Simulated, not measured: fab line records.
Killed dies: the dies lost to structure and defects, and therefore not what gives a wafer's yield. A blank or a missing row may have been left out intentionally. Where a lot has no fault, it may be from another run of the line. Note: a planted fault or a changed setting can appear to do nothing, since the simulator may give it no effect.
Struck lot and sound lot, side by side / flow sky130 / 35 steps out of a route of 708
Sound: wafers L334.2, L334.3, L334.5. Struck: wafer L341.3 (left out: L341.5, L341.6 of the same lot, which were not struck); the cause appears at the end.
Each step with rows lists, per side, the tool, then ch with its chambers, then its first start. Under that, the readings that differ: sound wafers / struck wafers / difference of the means / sigmas: that difference in standard deviations of wafers without a fault.
alike: words and numbers the same on both sides, and readings whose means are apart by under 2 such deviations; not compared: readings that were withheld, readings missing a value for some wafer, numbers with overlapping values and no deviation given by the record, and bounds like >300 which may hide the same value.
A row with sigmas, a row that says differs or no value, or rows on one side alone: a step with any of these is where the two part. When numbers do not overlap yet have no deviation, they are printed without sigmas and do not part them. Lack of a reading on every wafer of one side parts them only where that side has two or more wafers.

first, 10 steps without rows for these wafers: SKY_METAL3_PEB_11; SKY_METAL3_DEVELOP_12 (develop time 60 s); SKY_METAL3_DESCUM_15 (chemistry O2, time 8 s); SKY_METAL3_ETCH_16 (etches BARC in N2/H2, stops on SiO2, time 88.2 s, target depth 60 nm); SKY_METAL3_ETCH_17 (etches SiO2 in C4F8/O2/Ar, stops on TiN, time 3.9 s, target depth 15 nm); SKY_METAL3_METAL_ETCH_18 (etches the open film in Cl2/BCl3, stops on SiO2, target depth 845 nm, time 183.1 s); SKY_METAL3_STRIP_19 (strips in O2/N2); SKY_METAL3_STRIP_20 (strips in post etch residue remover, time 1200 s); SKY_METAL3_CLEAN_21 (cleans in IPA, time 180 s); SKY_METAL3_CLEAN_22 (cleans in O3/DIW).
SKY_VIA3_HDPCVD_00: deposits SiO2, target thk 1635 nm, time 272.5 s.
  sound on hdpcvd-01 ch 0,2, day 41 03:26; struck on hdpcvd-02 ch 0,1,2, day 42 23:36
then, 23 steps without rows for these wafers: SKY_VIA3_CMP_02 (polishes SiO2); SKY_VIA3_DEHYDRATE_04 (time 60 s); SKY_VIA3_HMDS_05 (prime time 60 s); SKY_VIA3_COAT_06 (resist thk 60 nm); SKY_VIA3_COAT_07 (resist thk 450 nm); SKY_VIA3_SOFTBAKE_08 (time 90 s); SKY_VIA3_EXPOSE_09 (exposes mask VIM3, target cd 200 nm); SKY_VIA3_PEB_10; SKY_VIA3_DEVELOP_11 (develop time 60 s); SKY_VIA3_ETCH_14 (etches BARC in N2/H2, stops on SiO2, time 45.9 s, target depth 60 nm); SKY_VIA3_ETCH_15 (etches SiO2 in C4F8/O2/Ar, stops on TiN, target depth 507 nm, time 78 s); SKY_VIA3_STRIP_16 (strips in O2/N2); SKY_VIA3_STRIP_17 (strips in post etch residue remover, time 1200 s); SKY_VIA3_CLEAN_18 (cleans in IPA, time 180 s); SKY_VIA3_CLEAN_19 (cleans in O3/DIW); SKY_VIA3_SPUTTER_20 (material TiN, target thk 20 nm, time 80 s); SKY_VIA3_CVD_21 (deposits W, target thk 390 nm, time 117.31 s); SKY_VIA3_CMP_24 (polishes, stops on SiO2, t overpolish 20 s, target thk 0 nm); SKY_METAL4_SPUTTER_00 (material Ti, target thk 15 nm, time 10 s); SKY_METAL4_SPUTTER_01 (material TiN, target thk 20 nm, time 16.7 s); SKY_METAL4_SPUTTER_02 (material AlCu, target thk 735 nm, time 39.1 s); SKY_METAL4_SPUTTER_03 (material Ti, target thk 5 nm, time 3.3 s); SKY_METAL4_SPUTTER_04 (material TiN, target thk 70 nm, time 58.3 s).
-- the record jumps here: 6 days lie between the struck wafers' starts before and after (it left off in module METAL4 and takes up again in module PAD_OPEN, whose first step shown is number 708 of the route) --
SKY_PAD_OPEN_PROBE_99:
  sound: prober-01 at day 47 22:05; struck: prober-02 at day 49 06:04
reading=hold; sound=- - -; struck=await-dispo/7.9h/release; difference=no value on the sound wafers; sigmas=
reading=defect-limited-yield (%); sound=85.0 84.3 83.7; struck=78.3; difference=-6.0; sigmas=-3
reading=killed_at_M0_to_M3; sound=37 35 43; struck=60; difference=+22; sigmas=+3
reading=killed-dies; sound=74 77 80; struck=107; difference=+30; sigmas=+3
reading=sort_bin_5_function (%); sound=8.9 8.3 9.1; struck=14.2; difference=+5.4; sigmas=+3
reading=sort-n-pass; sound=418 415 412; struck=385; difference=-30; sigmas=-3
reading=sort-yield-pct (%); sound=85.0 84.3 83.7; struck=78.3; difference=-6.0; sigmas=-3
reading=model.etest.tester.sort-n-pass; sound=418 415 412; struck=385; difference=-30; sigmas=
reading=model.etest.tester.sort-yield-pct (%); sound=84.96 84.35 83.74; struck=78.25; difference=-6.10; sigmas=
reading=model.etest.tester.sort_bin_5_pct (%); sound=8.943 8.333 9.146; struck=14.23; difference=+5.42; sigmas=
  alike: killed_at_M4_up, killed-at-contacts, killed-at-front-end, killed-at-other, killed-open, killed-short, sort_bin_3_pad_short, sort_bin_6_memory

## WHERE THEY PART
Only at SKY_PAD_OPEN_PROBE_99, within this record.

WHY: what had been put in by the simulator
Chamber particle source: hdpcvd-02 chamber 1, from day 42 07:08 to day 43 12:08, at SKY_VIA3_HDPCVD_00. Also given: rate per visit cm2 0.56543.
